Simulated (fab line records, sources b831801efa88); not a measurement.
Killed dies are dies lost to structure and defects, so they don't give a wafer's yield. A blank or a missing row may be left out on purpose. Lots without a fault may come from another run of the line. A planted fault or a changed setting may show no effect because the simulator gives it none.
Which tool did it? | flow gf180mcu | 24 lots, 72 wafers sampled, at 6 steps of a route of 602

WHAT THE GAUGES READ, wafer by wafer
The record holds no reading of a measuring or inspecting step that can be judged against a usual standard deviation.

WHICH TOOL RAN EACH LOT (tool, then ch and the chambers of the sampled wafers, then the start)
lot  | GF_M2_METAL_ETCH_16               | GF_V2_CVD_02                    | GF_V2_CMP_04                  | GF_M3_STRIP_17                       | GF_M4_STRIP_17                       | GF_V4_CVD_23
L074 | rie_metal-01 ch 0, day 18 11:41   | pecvd-01 ch 0,1,2, day 18 12:37 | cmp-01 ch 0,1,2, day 18 12:50 | plasma_asher-04 ch 0,1, day 20 16:46 | plasma_asher-03 ch 0,1, day 22 19:01 | cvd_w-01 ch 0, day 23 20:02
L075 | rie_metal-04 ch 0,1, day 19 06:38 | pecvd-02 ch 0,1,2, day 19 07:24 | cmp-02 ch 1,2,3, day 19 07:34 | plasma_asher-01 ch 0,1, day 21 11:21 | plasma_asher-04 ch 0,1, day 23 13:25 | cvd_w-02 ch 1, day 24 13:46
L076 | rie_metal-01 ch 0,1, day 19 10:19 | pecvd-04 ch 1,2, day 19 11:05   | cmp-02 ch 1,3, day 19 11:22   | plasma_asher-01 ch 0,1, day 21 15:22 | plasma_asher-03 ch 0,1, day 23 16:57 | cvd_w-02 ch 0,1, day 24 16:56
L077 | rie_metal-02 ch 0,1, day 20 05:22 | pecvd-02 ch 0,2, day 20 06:09   | cmp-02 ch 0,2,3, day 20 06:20 | plasma_asher-04 ch 0,1, day 22 08:14 | plasma_asher-02 ch 0,1, day 24 08:46 | cvd_w-01 ch 0,1, day 25 08:25
L079 | rie_metal-02 ch 0,1, day 21 03:38 | pecvd-04 ch 0,1,2, day 21 04:31 | cmp-02 ch 0,2,3, day 21 04:38 | plasma_asher-04 ch 0,1, day 23 06:02 | plasma_asher-04 ch 0,1, day 25 05:40 | cvd_w-01 ch 0,1, day 26 04:41
L078 | rie_metal-04 ch 0,1, day 21 04:49 | pecvd-02 ch 0,2, day 21 05:36   | cmp-02 ch 1,2,3, day 21 05:54 | plasma_asher-03 ch 0,1, day 23 07:35 | plasma_asher-02 ch 0,1, day 25 06:50 | cvd_w-01 ch 0,1, day 26 05:45
L080 | rie_metal-02 ch 0,1, day 21 19:58 | pecvd-02 ch 0,1,2, day 21 20:45 | cmp-02 ch 1,3, day 21 20:53   | plasma_asher-04 ch 0,1, day 23 20:31 | plasma_asher-03 ch 0,1, day 25 18:41 | cvd_w-01 ch 0,1, day 26 17:56
L081 | rie_metal-04 ch 0,1, day 21 21:38 | pecvd-04 ch 0,2, day 21 22:26   | cmp-01 ch 0,1,2, day 21 22:34 | plasma_asher-01 ch 0,1, day 23 22:23 | plasma_asher-02 ch 0,1, day 25 19:41 | cvd_w-02 ch 0,1, day 26 18:59
L082 | rie_metal-04 ch 0, day 22 19:49   | pecvd-01 ch 1,2, day 22 20:51   | cmp-01 ch 0,1,2, day 22 20:59 | plasma_asher-01 ch 0,1, day 24 20:04 | plasma_asher-03 ch 0,1, day 26 16:49 | cvd_w-01 ch 0,1, day 27 14:58
L083 | rie_metal-04 ch 0,1, day 23 04:38 | pecvd-04 ch 0,1, day 23 05:26   | cmp-01 ch 0,1,2, day 23 05:34 | plasma_asher-04 ch 0,1, day 25 03:14 | plasma_asher-04 ch 0,1, day 27 00:25 | cvd_w-01 ch 0,1, day 27 22:01
L084 | rie_metal-02 ch 0,1, day 23 14:34 | pecvd-02 ch 0,2, day 23 15:22   | cmp-02 ch 1,2,3, day 23 15:35 | plasma_asher-04 ch 0,1, day 25 13:04 | plasma_asher-03 ch 0,1, day 27 09:02 | cvd_w-01 ch 0,1, day 28 06:52
L085 | rie_metal-04 ch 0,1, day 23 15:50 | pecvd-01 ch 0,2, day 23 16:38   | cmp-02 ch 1,2,3, day 23 16:49 | plasma_asher-03 ch 0,1, day 25 14:22 | plasma_asher-04 ch 0,1, day 27 11:02 | cvd_w-02 ch 0,1, day 28 08:08
L086 | rie_metal-01 ch 0,1, day 24 03:47 | pecvd-02 ch 0,2, day 24 04:37   | cmp-01 ch 1,2,3, day 24 04:45 | plasma_asher-01 ch 0,1, day 26 01:46 | plasma_asher-02 ch 0,1, day 27 21:05 | cvd_w-02 ch 0,1, day 28 18:12
L088 | rie_metal-02 ch 0,1, day 24 11:32 | pecvd-04 ch 0,2, day 24 12:22   | cmp-02 ch 0,1,2, day 24 12:30 | plasma_asher-04 ch 0,1, day 26 09:56 | plasma_asher-04 ch 0,1, day 28 04:59 | cvd_w-01 ch 0,1, day 29 01:13
L087 | rie_metal-01 ch 0,1, day 24 13:35 | pecvd-01 ch 0,1, day 24 14:27   | cmp-02 ch 0,3, day 24 14:35   | plasma_asher-04 ch 0,1, day 26 11:47 | plasma_asher-02 ch 0,1, day 28 06:35 | cvd_w-02 ch 0,1, day 29 04:07
L089 | rie_metal-04 ch 0,1, day 25 01:13 | pecvd-02 ch 0,1, day 25 02:04   | cmp-01 ch 1,2,3, day 25 02:14 | plasma_asher-01 ch 0,1, day 26 22:25 | plasma_asher-02 ch 0,1, day 28 16:53 | cvd_w-02 ch 0,1, day 29 13:31
L090 | rie_metal-02 ch 0,1, day 25 02:13 | pecvd-04 ch 0,1,2, day 25 03:02 | cmp-02 ch 1,3, day 25 03:13   | plasma_asher-01 ch 0,1, day 26 23:07 | plasma_asher-04 ch 0,1, day 28 17:52 | cvd_w-01 ch 0, day 29 14:55
L091 | rie_metal-04 ch 0,1, day 25 09:10 | pecvd-02 ch 0,1, day 25 09:57   | cmp-01 ch 0,2, day 25 10:08   | plasma_asher-01 ch 1, day 27 06:23   | plasma_asher-02 ch 0,1, day 29 01:14 | cvd_w-02 ch 0,1, day 29 22:16
L092 | rie_metal-04 ch 0,1, day 25 16:49 | pecvd-01 ch 1,2, day 25 17:38   | cmp-02 ch 0,1,2, day 25 17:46 | plasma_asher-03 ch 0,1, day 27 13:02 | plasma_asher-02 ch 0,1, day 29 07:14 | cvd_w-01 ch 0,1, day 30 04:18
L093 | rie_metal-04 ch 0,1, day 25 21:10 | pecvd-04 ch 0,1,2, day 25 21:58 | cmp-01 ch 1,3, day 25 22:05   | plasma_asher-04 ch 0,1, day 27 17:09 | plasma_asher-03 ch 0,1, day 29 10:56 | cvd_w-01 ch 0,1, day 30 07:45
L094 | rie_metal-02 ch 0,1, day 26 02:34 | pecvd-04 ch 0,2, day 26 03:26   | cmp-02 ch 1,2,3, day 26 03:34 | plasma_asher-03 ch 0,1, day 27 22:07 | plasma_asher-04 ch 0,1, day 29 15:32 | cvd_w-01 ch 0,1, day 30 11:49
L095 | rie_metal-04 ch 0, day 26 05:58   | pecvd-04 ch 0,2, day 26 06:45   | cmp-02 ch 1,2,3, day 26 06:53 | plasma_asher-04 ch 0, day 28 01:29   | plasma_asher-03 ch 0,1, day 29 18:34 | cvd_w-02 ch 0,1, day 30 14:40
L096 | rie_metal-02 ch 0,1, day 26 12:55 | pecvd-02 ch 1,2, day 26 13:42   | cmp-01 ch 1,2,3, day 26 13:53 | plasma_asher-03 ch 0,1, day 28 07:31 | plasma_asher-02 ch 0,1, day 30 00:50 | cvd_w-01 ch 0,1, day 30 21:16
L097 | rie_metal-01 ch 0,1, day 26 20:25 | pecvd-04 ch 0,1, day 26 21:12   | cmp-01 ch 0,3, day 26 21:20   | plasma_asher-04 ch 0,1, day 28 15:02 | plasma_asher-04 ch 0,1, day 30 08:13 | cvd_w-02 ch 1, day 31 04:46
- GF_M2_METAL_ETCH_16: etches the open film in Cl2/BCl3, stops on SiO2, target depth 750.8 nm, time 125.1 s.
- GF_V2_CVD_02: deposits SiO2 from TEOS, target thk 850 nm, time 94.851 s.
- GF_V2_CMP_04: polishes SiO2.
- GF_M3_STRIP_17: strips in O2/N2.
- GF_M4_STRIP_17: strips in O2/N2.
- GF_V4_CVD_23: deposits W, target thk 350 nm, time 104.9 s.

WHAT THE TOOLS THEMSELVES READ (means of the sampled wafers that have a number; where no wafer has one, the mark that the record gives instead)
GF_M2_METAL_ETCH_16. Usual: chamber_pressure_mTorr 8.000 mTorr, standard deviation 0.0078; drypump_motor_current_A 5.85 A, standard deviation 0.21; oes_product_au 0.989 a.u., standard deviation 0.0057; throttle_valve_pct 28.229 %, standard deviation 0.011.
lot  | tool         | chamber_pressure_mTorr (mTorr) | drypump_motor_current_A (A) | oes_product_au (a.u.) | throttle_valve_pct (%) | flag
L074 | rie_metal-01 | 8.003                          | 5.85                        | 0.988                 | 28.235                 |
L075 | rie_metal-04 | 8.001                          | 5.82                        | 0.989                 | 28.236                 |
L076 | rie_metal-01 | 8.005                          | 5.70                        | 0.994                 | 28.233                 |
L077 | rie_metal-02 | 8.007                          | 6.05                        | 0.995                 | 28.224                 |
L079 | rie_metal-02 | 7.995                          | 6.11                        | 0.990                 | 28.227                 |
L078 | rie_metal-04 | 8.005                          | 5.81                        | 0.987                 | 28.216                 |
L080 | rie_metal-02 | 8.006                          | 6.12                        | 0.989                 | 28.226                 |
L081 | rie_metal-04 | 8.005                          | 5.73                        | 0.991                 | 28.222                 |
L082 | rie_metal-04 | 7.998                          | 5.62                        | 0.988                 | 28.229                 |
L083 | rie_metal-04 | 7.998                          | 5.80                        | 0.984                 | 28.245                 |
L084 | rie_metal-02 | 7.995                          | 6.05                        | 0.996                 | 28.222                 |
L085 | rie_metal-04 | 8.002                          | 5.71                        | 0.989                 | 28.234                 |
L086 | rie_metal-01 | 7.991                          | 5.57                        | 0.988                 | 28.233                 |
L088 | rie_metal-02 | 8.004                          | 6.05                        | 0.993                 | 28.224                 |
L087 | rie_metal-01 | 8.004                          | 5.71                        | 0.993                 | 28.223                 |
L089 | rie_metal-04 | 8.003                          | 5.72                        | 0.981                 | 28.234                 |
L090 | rie_metal-02 | 7.996                          | 6.06                        | 0.988                 | 28.227                 |
L091 | rie_metal-04 | 8.001                          | 5.70                        | 0.986                 | 28.240                 |
L092 | rie_metal-04 | 7.998                          | 5.81                        | 0.992                 | 28.230                 |
L093 | rie_metal-04 | 8.006                          | 5.80                        | 0.989                 | 28.241                 |
L094 | rie_metal-02 | 7.993                          | 6.06                        | 0.989                 | 28.224                 |
L095 | rie_metal-04 | 7.991                          | 5.67                        | 0.992                 | 28.222                 |
L096 | rie_metal-02 | 7.996                          | 6.13                        | 0.994                 | 28.230                 |
L097 | rie_metal-01 | 7.997                          | 5.74                        | 0.983                 | 28.235                 |

GF_V2_CVD_02. Usual: heater_power_w 645 W, standard deviation 87.
lot  | tool     | heater_power_w (W) | flag
L074 | pecvd-01 | 672                |
L075 | pecvd-02 | 665                |
L076 | pecvd-04 | 643                |
L077 | pecvd-02 | 694                |
L079 | pecvd-04 | 624                |
L078 | pecvd-02 | 659                |
L080 | pecvd-02 | 636                |
L081 | pecvd-04 | 584                |
L082 | pecvd-01 | 609                |
L083 | pecvd-04 | 546                |
L084 | pecvd-02 | 749                |
L085 | pecvd-01 | 688                |
L086 | pecvd-02 | 737                |
L088 | pecvd-04 | 618                |
L087 | pecvd-01 | 753                |
L089 | pecvd-02 | 654                |
L090 | pecvd-04 | 638                |
L091 | pecvd-02 | 654                |
L092 | pecvd-01 | 663                |
L093 | pecvd-04 | 580                |
L094 | pecvd-04 | 601                |
L095 | pecvd-04 | 708                |
L096 | pecvd-02 | 685                |
L097 | pecvd-04 | 527                |

GF_V2_CMP_04. Usual: head_pressure_psi 4.001 psi, standard deviation 0.0083; motor_current_A 12.4 A, standard deviation 1.4; platen_rpm 60.00 rpm, standard deviation 0.041; time_to_endpoint_s 80 s, standard deviation 4.7.
lot  | tool   | head_pressure_psi (psi) | motor_current_A (A) | platen_rpm (rpm) | time_to_endpoint_s (s) | flag
L074 | cmp-01 | 3.997                   | 11.9                | 60.03            | 79                     |
L075 | cmp-02 | 4.002                   | 11.9                | 59.98            | 82                     |
L076 | cmp-02 | 4.005                   | 12.6                | 59.99            | 82                     |
L077 | cmp-02 | 3.996                   | 12.9                | 59.98            | 81                     |
L079 | cmp-02 | 4.001                   | 12.7                | 60.02            | 75                     |
L078 | cmp-02 | 4.007                   | 12.1                | 60.01            | 81                     |
L080 | cmp-02 | 4.002                   | 12.5                | 60.03            | 83                     |
L081 | cmp-01 | 3.999                   | 11.5                | 60.03            | 78                     |
L082 | cmp-01 | 3.994                   | 11.7                | 60.04            | 85                     |
L083 | cmp-01 | 3.995                   | 11.6                | 60.04            | 80                     |
L084 | cmp-02 | 3.996                   | 12.0                | 60.03            | 83                     |
L085 | cmp-02 | 3.995                   | 12.0                | 60.03            | 79                     |
L086 | cmp-01 | 4.003                   | 12.8                | 60.01            | 85                     |
L088 | cmp-02 | 4.001                   | 11.9                | 60.04            | 74                     |
L087 | cmp-02 | 3.999                   | 13.7                | 59.99            | 81                     |
L089 | cmp-01 | 3.997                   | 12.4                | 60.04            | 83                     |
L090 | cmp-02 | 4.004                   | 13.4                | 59.99            | 75                     |
L091 | cmp-01 | 4.007                   | 11.8                | 60.01            | 78                     |
L092 | cmp-02 | 3.999                   | 12.6                | 59.95            | 80                     |
L093 | cmp-01 | 4.008                   | 12.4                | 60.01            | 81                     |
L094 | cmp-02 | 4.004                   | 11.6                | 60.00            | 81                     |
L095 | cmp-02 | 4.001                   | 12.3                | 59.98            | 78                     |
L096 | cmp-01 | 4.001                   | 12.6                | 60.01            | 80                     |
L097 | cmp-01 | 4.003                   | 12.7                | 59.98            | 78                     |

GF_M3_STRIP_17. Usual: chamber_pressure_mTorr 1499.9 mTorr, standard deviation 1.4; drypump_motor_current_A 5.46 A, standard deviation 0.15; heater_power_w 368 W, standard deviation 40; oes_product_au 0.537 a.u., standard deviation 0.0048; strip_time_to_endpoint_s 7.37 s, standard deviation 0.043.
lot  | tool            | chamber_pressure_mTorr (mTorr) | drypump_motor_current_A (A) | heater_power_w (W) | oes_product_au (a.u.) | strip_time_to_endpoint_s (s) | flag
L074 | plasma_asher-04 | 1500.5                         | 5.50                        | 398                | 0.539                 | 7.35                         |
L075 | plasma_asher-01 | 1498.8                         | 5.29                        | 325                | 0.539                 | 7.36                         |
L076 | plasma_asher-01 | 1500.5                         | 5.29                        | 325                | 0.535                 | 7.38                         |
L077 | plasma_asher-04 | 1499.5                         | 5.49                        | 381                | 0.540                 | 7.36                         |
L079 | plasma_asher-04 | 1498.7                         | 5.48                        | 407                | 0.538                 | 7.41                         |
L078 | plasma_asher-03 | 1498.2                         | 5.68                        | 369                | 0.538                 | 7.37                         |
L080 | plasma_asher-04 | 1500.4                         | 5.49                        | 384                | 0.532                 | 7.33                         |
L081 | plasma_asher-01 | 1500.6                         | 5.31                        | 325                | 0.538                 | 7.38                         |
L082 | plasma_asher-01 | 1500.5                         | 5.29                        | 326                | 0.537                 | 7.40                         |
L083 | plasma_asher-04 | 1499.5                         | 5.48                        | 410                | 0.533                 | 7.34                         |
L084 | plasma_asher-04 | 1498.7                         | 5.49                        | 405                | 0.539                 | 7.41                         |
L085 | plasma_asher-03 | 1499.2                         | 5.63                        | 367                | 0.536                 | 7.34                         |
L086 | plasma_asher-01 | 1498.3                         | 5.28                        | 326                | 0.537                 | 7.34                         |
L088 | plasma_asher-04 | 1500.3                         | 5.50                        | 410                | 0.535                 | 7.29                         |
L087 | plasma_asher-04 | 1501.3                         | 5.51                        | 388                | 0.534                 | 7.30                         |
L089 | plasma_asher-01 | 1500.5                         | 5.32                        | 325                | 0.535                 | 7.38                         |
L090 | plasma_asher-01 | 1498.8                         | 5.32                        | 320                | 0.536                 | 7.38                         |
L091 | plasma_asher-01 | 1499.5                         | 5.27                        | 319                | 0.541                 | 7.36                         |
L092 | plasma_asher-03 | 1500.4                         | 5.70                        | 365                | 0.536                 | 7.38                         |
L093 | plasma_asher-04 | 1500.2                         | 5.49                        | 385                | 0.541                 | 7.35                         |
L094 | plasma_asher-03 | 1500.0                         | 5.64                        | 377                | 0.536                 | 7.40                         |
L095 | plasma_asher-04 | 1500.3                         | 5.50                        | 362                | 0.538                 | 7.39                         |
L096 | plasma_asher-03 | 1500.5                         | 5.68                        | 370                | 0.538                 | 7.42                         |
L097 | plasma_asher-04 | 1499.0                         | 5.47                        | 379                | 0.538                 | 7.40                         |

GF_M4_STRIP_17. Usual: chamber_pressure_mTorr 1500.1 mTorr, standard deviation 1.4; drypump_motor_current_A 5.65 A, standard deviation 0.18; heater_power_w 364 W, standard deviation 36; oes_product_au 0.536 a.u., standard deviation 0.0049; strip_time_to_endpoint_s 7.36 s, standard deviation 0.056.
lot  | tool            | chamber_pressure_mTorr (mTorr) | drypump_motor_current_A (A) | heater_power_w (W) | oes_product_au (a.u.) | strip_time_to_endpoint_s (s) | flag
L074 | plasma_asher-03 | 1500.3                         | 5.64                        | 373                | 0.534                 | 7.37                         |
L075 | plasma_asher-04 | 1500.8                         | 5.52                        | 411                | 0.543                 | 7.44                         |
L076 | plasma_asher-03 | 1499.5                         | 5.70                        | 367                | 0.537                 | 7.36                         |
L077 | plasma_asher-02 | 1500.2                         | 5.70                        | 336                | 0.534                 | 7.41                         |
L079 | plasma_asher-04 | 1500.3                         | 5.50                        | 408                | 0.540                 | 7.42                         |
L078 | plasma_asher-02 | 1498.8                         | 5.84                        | 329                | 0.536                 | 7.37                         |
L080 | plasma_asher-03 | 1500.1                         | 5.69                        | 365                | 0.537                 | 7.39                         |
L081 | plasma_asher-02 | 1500.5                         | 5.70                        | 334                | 0.540                 | 7.37                         |
L082 | plasma_asher-03 | 1499.9                         | 5.63                        | 369                | 0.537                 | 7.33                         |
L083 | plasma_asher-04 | 1500.8                         | 5.49                        | 383                | 0.539                 | 7.37                         |
L084 | plasma_asher-03 | 1499.5                         | 5.70                        | 366                | 0.535                 | 7.35                         |
L085 | plasma_asher-04 | 1498.6                         | 5.50                        | 381                | 0.538                 | 7.35                         |
L086 | plasma_asher-02 | 1499.9                         | 5.71                        | 332                | 0.534                 | 7.32                         |
L088 | plasma_asher-04 | 1500.3                         | 5.48                        | 382                | 0.536                 | 7.36                         |
L087 | plasma_asher-02 | 1500.7                         | 5.70                        | 333                | 0.535                 | 7.29                         |
L089 | plasma_asher-02 | 1498.6                         | 5.68                        | 333                | 0.537                 | 7.36                         |
L090 | plasma_asher-04 | 1500.2                         | 5.51                        | 411                | 0.538                 | 7.38                         |
L091 | plasma_asher-02 | 1502.0                         | 5.67                        | 334                | 0.538                 | 7.47                         |
L092 | plasma_asher-02 | 1500.2                         | 5.83                        | 335                | 0.537                 | 7.31                         |
L093 | plasma_asher-03 | 1500.5                         | 5.65                        | 369                | 0.534                 | 7.36                         |
L094 | plasma_asher-04 | 1499.4                         | 5.49                        | 383                | 0.535                 | 7.28                         |
L095 | plasma_asher-03 | 1500.8                         | 5.65                        | 371                | 0.536                 | 7.34                         |
L096 | plasma_asher-02 | 1501.0                         | 5.85                        | 332                | 0.532                 | 7.24                         |
L097 | plasma_asher-04 | 1500.0                         | 5.49                        | 389                | 0.534                 | 7.35                         |

GF_V4_CVD_23. Usual: heater_power_w 794 W, standard deviation 57.
lot  | tool     | heater_power_w (W) | flag
L074 | cvd_w-01 | 848                |
L075 | cvd_w-02 | 803                |
L076 | cvd_w-02 | 743                |
L077 | cvd_w-01 | 820                |
L079 | cvd_w-01 | 809                |
L078 | cvd_w-01 | 802                |
L080 | cvd_w-01 | 823                |
L081 | cvd_w-02 | 784                |
L082 | cvd_w-01 | 831                |
L083 | cvd_w-01 | 806                |
L084 | cvd_w-01 | 832                |
L085 | cvd_w-02 | 747                |
L086 | cvd_w-02 | 782                |
L088 | cvd_w-01 | 820                |
L087 | cvd_w-02 | 741                |
L089 | cvd_w-02 | 785                |
L090 | cvd_w-01 | 865                |
L091 | cvd_w-02 | 773                |
L092 | cvd_w-01 | 825                |
L093 | cvd_w-01 | 834                |
L094 | cvd_w-01 | 798                |
L095 | cvd_w-02 | 754                |
L096 | cvd_w-01 | 792                |
L097 | cvd_w-02 | 823                |

THE ANSWER, worked out from the rows above alone
Rule: a lot is off if the mean of its wafers that have a number lies more than 3 standard deviations from the usual mean. A lot without any number at a reading at which 4 lots or more have one is off too. The other lots that the step has rows for count as sound. The gauges are gone through in route order, then the tools' own readings, and for those a lot's mean is taken as printed above. The first step at which some lot is off is used, and at that step the reading that is off furthest; a lot without a number counts as furthest.
No lot is off at any reading shown: from this, nothing can be told.

WHAT THE SIMULATOR HAD PUT IN
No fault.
